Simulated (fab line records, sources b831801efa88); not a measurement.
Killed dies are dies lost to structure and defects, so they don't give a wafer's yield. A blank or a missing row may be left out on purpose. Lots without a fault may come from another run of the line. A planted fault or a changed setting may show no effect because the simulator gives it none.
fab line records | flow sky130
record lots=5 wafers=15 last_day=50
route steps=708 shown VT_ADJUST_NCORE@123 VT_ADJUST_HVTR@131 PAD_OPEN@708
lots that met no fault: from a run of the same line without faults
start_h: hours from the record's first day to the start of the lot's first wafer shown | wait_h: hours since the lot's step before | " the same as in the row above | L1.1+2: a row that stands for several wafers | - no value, or no start given | * or withheld: withheld | < > ~ a bound
route shown NAME@n: a module of which the file shows steps, and the number in the route of the first | usual: mean/standard deviation of fault-free wafers | same: alike in all rows | chamber/n: place in a boat | sites: the reading at each site | _std_site: their standard deviation | _edge_site: outer sites' mean less inner sites' | radius_mm: how far each site lies from the wafer's centre | mask NAME#n: copy n | behind: the tool/chamber that last shaped the wafer | hold: why the lot was held/for how many hours/how that ended | device: the transistor (n, p or np) that didn't switch | end of line: the same wafers' tests at the end of the route | a step without rows: its recipe alone | killed: dies lost to structure and defects at the first sort, not the wafer's yield | map: a wafer's dies, x killed, . not, _ none there
set.NAME: the setting as run; set.NAME@STEP: as run at that earlier step | model.NAME: the simulator's own value behind a step, which no gauge read
lots at some steps of the route; a table a step, a row a wafer
services: from which hour (start_h, from the record's first day; less than 0 if before it) a tool's chamber was out of use, for how many hours, and why
## steps
# step SKY_VT_ADJUST_NCORE_EXPOSE_04
# recipe mask_id=LVTN_COMPLEMENT_THIN na=0.6 source_shape=conventional sigma_outer=0.6 polarization=unpolarized target_cd_nm=380 dose_mj=139
# step SKY_VT_ADJUST_NCORE_PEB_05
# recipe temp_c=withheld time_s=* resist=NOVOLAK
# step SKY_VT_ADJUST_NCORE_DEVELOP_06
# recipe resist=NOVOLAK developer=TMAH develop_time_s=60 dev_temp_c=23
# step SKY_VT_ADJUST_NCORE_CD_MEAS_07
# recipe target_cd_nm=380
# usual cd_nm=380.6/2
# columns lot.wafer tool chamber start_h wait_h cd_nm
L429.3 cd_sem-02 - 231.33 0.1 381.6
L429.4 " - " " 382.0
L429.5 " - " " 382.8
L430.1 cd_sem-02 - 240.79 0.1 383.0
L430.3 " - " " 383.0
L430.5 " - " " 382.9
L436.2 cd_sem-01 - 277.40 0.1 380.0
L436.3 " - " " 380.4
L436.5 " - " " 380.5
L443.1 cd_sem-01 - 330.08 0.1 377.1
L443.2 " - " " 376.9
L443.6 " - " " 377.3
L445.1 cd_sem-01 - 346.24 0.1 375.6
L445.2 " - " " 380.4
L445.6 " - " " 379.7
# step SKY_VT_ADJUST_NCORE_OVL_MEAS_08
# usual VT_ADJUST_NCORE_OVL=-1.1/1.5
# columns lot.wafer tool chamber start_h wait_h VT_ADJUST_NCORE_OVL[nm]
L429.3 overlay-02 - 231.42 0.1 -1.6
L429.4 " - " " -0.2
L429.5 " - " " -1.9
L430.1 overlay-02 - 240.91 0.1 -0.6
L430.3 " - " " -1.8
L430.5 " - " " -1.5
L436.2 overlay-02 - 277.50 0.1 -1.4
L436.3 " - " " -1.4
L436.5 " - " " -2.8
L443.1 overlay-02 - 330.20 0.1 0.1
L443.2 " - " " -0.3
L443.6 " - " " -0.7
L445.1 overlay-01 - 346.36 0.1 1.3
L445.2 " - " " -1.6
L445.6 " - " " 1.3
# step SKY_VT_ADJUST_NCORE_IMPLANT_09
# recipe species=B energy_kev=10 dose_cm2=2.4e+12 tilt_deg=withheld
# step SKY_VT_ADJUST_NCORE_STRIP_10
# recipe chemistry=O2/N2 power_w=1400 pressure_mtorr=1500 platen_temp_c=withheld o2_flow_sccm=3000 n2_flow_sccm=300 overash_fraction=0.5
# usual drypump_motor_current_A=5.7/0.39 oes_product_au=0.716/0.0041 strip_time_to_endpoint_s=14.17/0.047
# columns lot.wafer tool chamber start_h wait_h drypump_motor_current_A oes_product_au rf_hours_counter_h strip_time_to_endpoint_s
L429.3 plasma_asher-01 0 231.63 0.1 5.8 0.720 - 14.17
L429.4 " 1 " " 5.1 0.717 - 14.13
L429.5 " 0 " " 5.8 0.715 - 14.16
L430.1 plasma_asher-04 0 241.10 0.1 6.3 0.716 55 14.21
L430.3 " 0 " " 6.3 0.715 - 14.22
L430.5 " 0 " " 6.2 0.712 - 14.24
L436.2 plasma_asher-01 0 277.68 0.1 5.8 0.712 44 14.16
L436.3 " 1 " " 5.1 0.714 - 14.19
L436.5 " 1 " " 5.1 0.722 - 14.19
L443.1 plasma_asher-04 0 330.38 0.1 6.2 0.715 64 14.21
L443.2 " 1 " " 5.9 0.718 64 14.21
L443.6 " 1 " " 5.9 0.722 - 14.21
L445.1 plasma_asher-01 1 346.55 0.1 5.2 0.713 51 14.20
L445.2 " 0 " " 5.8 0.721 51 14.19
L445.6 " 0 " " 5.8 0.717 - 14.15
# step SKY_VT_ADJUST_NCORE_TW_MEAS_11
# usual VT_ADJUST_NCORE_TW=219.0/1.8
# columns lot.wafer tool chamber start_h wait_h VT_ADJUST_NCORE_TW
L429.3 film_metro-01 - 231.72 0.1 218.5
L429.4 " - " " 218.8
L429.5 " - " " 218.0
L430.1 film_metro-04 - 241.20 0.1 217.1
L430.3 " - " " 216.9
L430.5 " - " " 218.4
L436.2 film_metro-01 - 277.79 0.1 219.1
L436.3 " - " " 219.3
L436.5 " - " " 219.1
L443.1 film_metro-01 - 330.48 0.1 219.4
L443.2 " - " " 218.4
L443.6 " - " " 219.6
L445.1 film_metro-03 - 346.65 0.1 221.7
L445.2 " - " " 221.5
L445.6 " - " " 222.2
# step SKY_VT_ADJUST_HVTR_DEHYDRATE_00
# recipe temp_c=200 time_s=60
# step SKY_VT_ADJUST_HVTR_HMDS_01
# recipe prime_time_s=60 prime_temp_c=120
# step SKY_VT_ADJUST_HVTR_COAT_02
# recipe resist=NOVOLAK spin_rpm=3000 resist_thk_nm=1140
# step SKY_VT_ADJUST_HVTR_SOFTBAKE_03
# recipe temp_c=90 time_s=60 resist=NOVOLAK
# step SKY_VT_ADJUST_HVTR_EXPOSE_04
# recipe mask_id=HVTRM target_cd_nm=380 na=0.6 source_shape=conventional sigma_outer=0.6 dose_mj=150
# columns lot.wafer tool chamber start_h wait_h mask
L429.3+4+5 iline_stepper-01 0 243.73 - HVTRM#0
L430.1+3+5 iline_stepper-01 0 252.64 - HVTRM#0
L436.2+3+5 iline_stepper-02 0 290.16 - TUNM#0
L443.1+2+6 iline_stepper-02 0 344.44 - HVTRM#0
L445.1+2+6 iline_stepper-02 0 360.37 - HVTRM#0
# step SKY_VT_ADJUST_HVTR_PEB_05
# recipe temp_c=withheld time_s=* resist=NOVOLAK
# step SKY_VT_ADJUST_HVTR_DEVELOP_06
# recipe develop_time_s=60 dev_temp_c=23
# step SKY_VT_ADJUST_HVTR_CD_MEAS_07
# recipe target_cd_nm=380
# usual cd_nm=380.3/2.5
# columns lot.wafer tool chamber start_h wait_h cd_nm
L429.3 cd_sem-01 - 254.88 0.1 378.3
L429.4 " - " " 377.2
L429.5 " - " " 378.4
L430.1 cd_sem-02 - 264.54 0.1 382.8
L430.3 " - " " 381.3
L430.5 " - " " 381.5
L436.2 cd_sem-02 - 302.68 0.1 -
L436.3 " - " " -
L436.5 " - " " -
L443.1 cd_sem-01 - 358.09 0.1 386.5
L443.2 " - " " 383.9
L443.6 " - " " 385.0
L445.1 cd_sem-01 - 374.19 0.1 381.3
L445.2 " - " " 382.7
L445.6 " - " " 380.6
# step SKY_VT_ADJUST_HVTR_OVL_MEAS_08
# usual VT_ADJUST_HVTR_OVL=1.3/1.3
# columns lot.wafer tool chamber start_h wait_h VT_ADJUST_HVTR_OVL[nm]
L429.3 overlay-01 - 254.97 0.1 0.5
L429.4 " - " " 1.3
L429.5 " - " " 1.7
L430.1 overlay-01 - 264.66 0.1 2.3
L430.3 " - " " 3.6
L430.5 " - " " 2.3
L436.2 overlay-02 - 302.79 0.1 -
L436.3 " - " " -
L436.5 " - " " -
L443.1 overlay-02 - 358.21 0.1 2.1
L443.2 " - " " 1.2
L443.6 " - " " 2.6
L445.1 overlay-02 - 374.31 0.1 1.3
L445.2 " - " " 1.9
L445.6 " - " " 2.6
# step SKY_VT_ADJUST_HVTR_IMPLANT_09
# recipe species=B energy_kev=10 dose_cm2=2.1e+12 tilt_deg=withheld
# step SKY_VT_ADJUST_HVTR_STRIP_10
# recipe chemistry=O2/N2 power_w=1400 pressure_mtorr=1500 platen_temp_c=withheld o2_flow_sccm=3000 n2_flow_sccm=300 overash_fraction=0.5
# usual drypump_motor_current_A=5.88/0.29 oes_product_au=0.715/0.0048 strip_time_to_endpoint_s=14.17/0.049
# columns lot.wafer tool chamber start_h wait_h drypump_motor_current_A oes_product_au rf_hours_counter_h strip_time_to_endpoint_s
L429.3 plasma_asher-03 1 255.18 0.1 6.04 0.719 - 14.20
L429.4 " 0 " " 5.62 0.709 - 14.24
L429.5 " 0 " " 5.55 0.712 - 14.22
L430.1 plasma_asher-04 1 264.85 0.1 5.91 0.714 58 14.16
L430.3 " 1 " " 5.91 0.715 - 14.18
L430.5 " 1 " " 5.94 0.724 - 14.17
L436.2 plasma_asher-03 1 302.97 0.1 6.07 0.720 62 14.09
L436.3 " 1 " " 6.11 0.719 - 14.11
L436.5 " 1 " " 6.08 0.715 - 14.11
L443.1 plasma_asher-02 0 358.40 0.1 5.51 0.714 23 14.17
L443.2 " 1 " " 6.12 0.715 23 14.19
L443.6 " 1 " " 6.13 0.713 - 14.14
L445.1 plasma_asher-02 0 374.50 0.1 5.50 0.719 24 14.20
L445.2 " 1 " " 6.14 0.715 24 14.17
L445.6 " 0 " " 5.51 0.717 - 14.22
# step SKY_VT_ADJUST_HVTR_TW_MEAS_11
# usual VT_ADJUST_HVTR_TW=208.4/1.9
# columns lot.wafer tool chamber start_h wait_h hold VT_ADJUST_HVTR_TW
L429.3 film_metro-01 - 255.27 0.1 - 209.9
L429.4 " - " " - 210.8
L429.5 " - " " - 209.9
L430.1 film_metro-01 - 264.95 0.1 - 211.7
L430.3 " - " " - 211.5
L430.5 " - " " - 211.7
L436.2 film_metro-02 - 303.08 0.1 await_dispo/0.2h/release 29.3
L436.3 " - " " await_dispo/0.2h/release 29.5
L436.5 " - " " await_dispo/0.2h/release 29.4
L436.2 film_metro-02 - 303.30 0.2 - 29.3
L436.3 " - " " - 29.5
L436.5 " - " " - 29.4
L443.1 film_metro-02 - 358.50 0.1 - 206.6
L443.2 " - " " - 206.8
L443.6 " - " " - 206.6
L445.1 film_metro-02 - 374.60 0.1 - 207.2
L445.2 " - " " - 206.9
L445.6 " - " " - 207.0
# step SKY_PAD_OPEN_PROBE_99
# usual defect_limited_yield=82.3/2 killed_at_M0_to_M3=43/6.7 killed_at_M4_up=3.0/1.9 killed_at_contacts=25/5.4 killed_at_front_end=16/4.5 killed_at_other=0.4/0.62 killed_dies=87/9.6 killed_open=47/7 killed_short=39/6.1 sort_bin_3_pad_short=0.9/0.43 sort_bin_5_function=10.4/1.6 sort_bin_6_memory=6.3/0.99 sort_n_pass=405/9.6 sort_yield_pct=82.3/2
# same gross_dies=492 killed_at_back_side=0 sort_bin_4_leakage[%]=0 sort_bin_8_speed[%]=0
# columns lot.wafer tool chamber start_h wait_h defect_limited_yield[%] killed_at_M0_to_M3 killed_at_M4_up killed_at_contacts killed_at_front_end killed_at_other killed_dies killed_open killed_short sort_bin_3_pad_short[%] sort_bin_5_function[%] sort_bin_6_memory[%] sort_n_pass sort_yield_pct[%]
L429.3 prober-02 - 1118.02 0.2 85.2 35 4 15 18 1 73 41 32 0.6 8.7 5.5 419 85.2
L429.4 prober-02 - 1118.07 0.2 82.3 46 2 24 15 0 87 46 41 1.2 11.0 5.5 405 82.3
L429.5 prober-02 - 1118.12 0.2 79.7 60 4 19 17 0 100 59 41 1.0 12.2 7.1 392 79.7
L430.1 prober-01 - 1127.79 0.1 80.5 41 4 30 21 0 96 51 45 0.8 11.2 7.5 396 80.5
L430.3 prober-01 - 1127.89 0.2 81.3 49 5 26 11 1 92 53 39 1.0 11.6 6.1 400 81.3
L430.5 prober-01 - 1127.99 0.2 81.3 39 1 28 24 0 92 52 40 1.0 13.2 4.5 400 81.3
# killed by level:class
L429.3 VIA1:geometric_particle:open=13 CONTACT:geometric_particle:open=5 FIELD_ISO:geometric_particle:open=4 FIELD_ISO:geometric_particle:short=4 POLY_GATE:geometric_particle:open=4 POLY_GATE:geometric_particle:short=4 LI_CONTACT:geometric_particle:open=4 LOCAL_INTERCONNECT:geometric_particle:short=4
L429.4 VIA1:geometric_particle:open=12 LI_CONTACT:geometric_particle:open=9 METAL2:geometric_particle:short=8 METAL1:geometric_particle:short=6 POLY_GATE:geometric_particle:open=5 CONTACT:geometric_particle:open=5 VIA3:geometric_particle:open=5 POLY_GATE:geometric_particle:short=4
L429.5 VIA1:geometric_particle:open=20 VIA1:geometric_particle:short=9 LI_CONTACT:geometric_particle:open=6 CONTACT:geometric_particle:open=6 METAL2:geometric_particle:short=6 FIELD_ISO:geometric_particle:open=5 METAL1:geometric_particle:short=5 VIA3:geometric_particle:open=5
L430.1 VIA1:geometric_particle:open=10 LI_CONTACT:geometric_particle:open=9 CONTACT:geometric_particle:open=9 VIA1:geometric_particle:short=8 VIA2:geometric_particle:open=7 FIELD_ISO:geometric_particle:short=5 LOCAL_INTERCONNECT:geometric_particle:short=5 POLY_GATE:geometric_particle:open=4
L430.3 VIA1:geometric_particle:open=12 LI_CONTACT:geometric_particle:open=9 LOCAL_INTERCONNECT:geometric_particle:short=8 VIA1:geometric_particle:short=6 VIA2:geometric_particle:open=6 VIA3:geometric_particle:open=6 FIELD_ISO:geometric_particle:open=4 CONTACT:geometric_particle:open=4
L430.5 CONTACT:geometric_particle:open=15 VIA1:geometric_particle:open=14 FIELD_ISO:geometric_particle:short=6 VIA3:geometric_particle:open=6 POLY_GATE:geometric_particle:short=5 LOCAL_INTERCONNECT:geometric_particle:short=5 METAL2:geometric_particle:short=5 FIELD_ISO:geometric_particle:open=4
## services
# columns tool chamber start_h hours kind
iline_stepper-02 - 257.03 8.9 pm
plasma_asher-01 - 267.82 7.5 repair
iline_stepper-01 0 269.34 - calibration
iline_stepper-01 - 270.38 10.7 repair
iline_stepper-02 0 282.47 - calibration
plasma_asher-04 - 282.53 11.8 repair
iline_stepper-02 - 296.44 1.7 pm
plasma_asher-02 - 299.74 11.8 repair
iline_stepper-02 - 305.75 2.1 repair
iline_stepper-01 - 331.14 8.9 pm
plasma_asher-03 - 344.08 1.0 repair
plasma_asher-03 - 357.29 2.8 pm
plasma_asher-01 - 357.34 2.8 pm
iline_stepper-01 - 360.78 1.7 pm
plasma_asher-01 - 365.21 2.3 repair
plasma_asher-02 - 368.18 2.1 repair
## key
first_sign step=SKY_VT_ADJUST_HVTR_EXPOSE_04 reading=mask direction=changed
effect step=SKY_VT_ADJUST_HVTR_CD_MEAS_07 reading=cd_nm direction=missing
effect step=SKY_VT_ADJUST_HVTR_OVL_MEAS_08 reading=VT_ADJUST_HVTR_OVL direction=missing
effect step=SKY_VT_ADJUST_HVTR_TW_MEAS_11 reading=visit direction=added
effect step=SKY_VT_ADJUST_HVTR_TW_MEAS_11 reading=VT_ADJUST_HVTR_TW direction=down sigmas=94 usual=208.4 struck=29.4
met_at SKY_VT_ADJUST_HVTR_EXPOSE_04
struck_wafers L436.2,L436.3,L436.5
scrapped_behind SKY_VT_ADJUST_HVTR_TW_MEAS_11 L436.2,L436.3,L436.5
fault kind=wrong_mask tool=any chamber=- onset_h=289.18 steps=SKY_VT_ADJUST_HVTR_EXPOSE_04 aux_copy=TUNM#0 scope=struck_lots_only
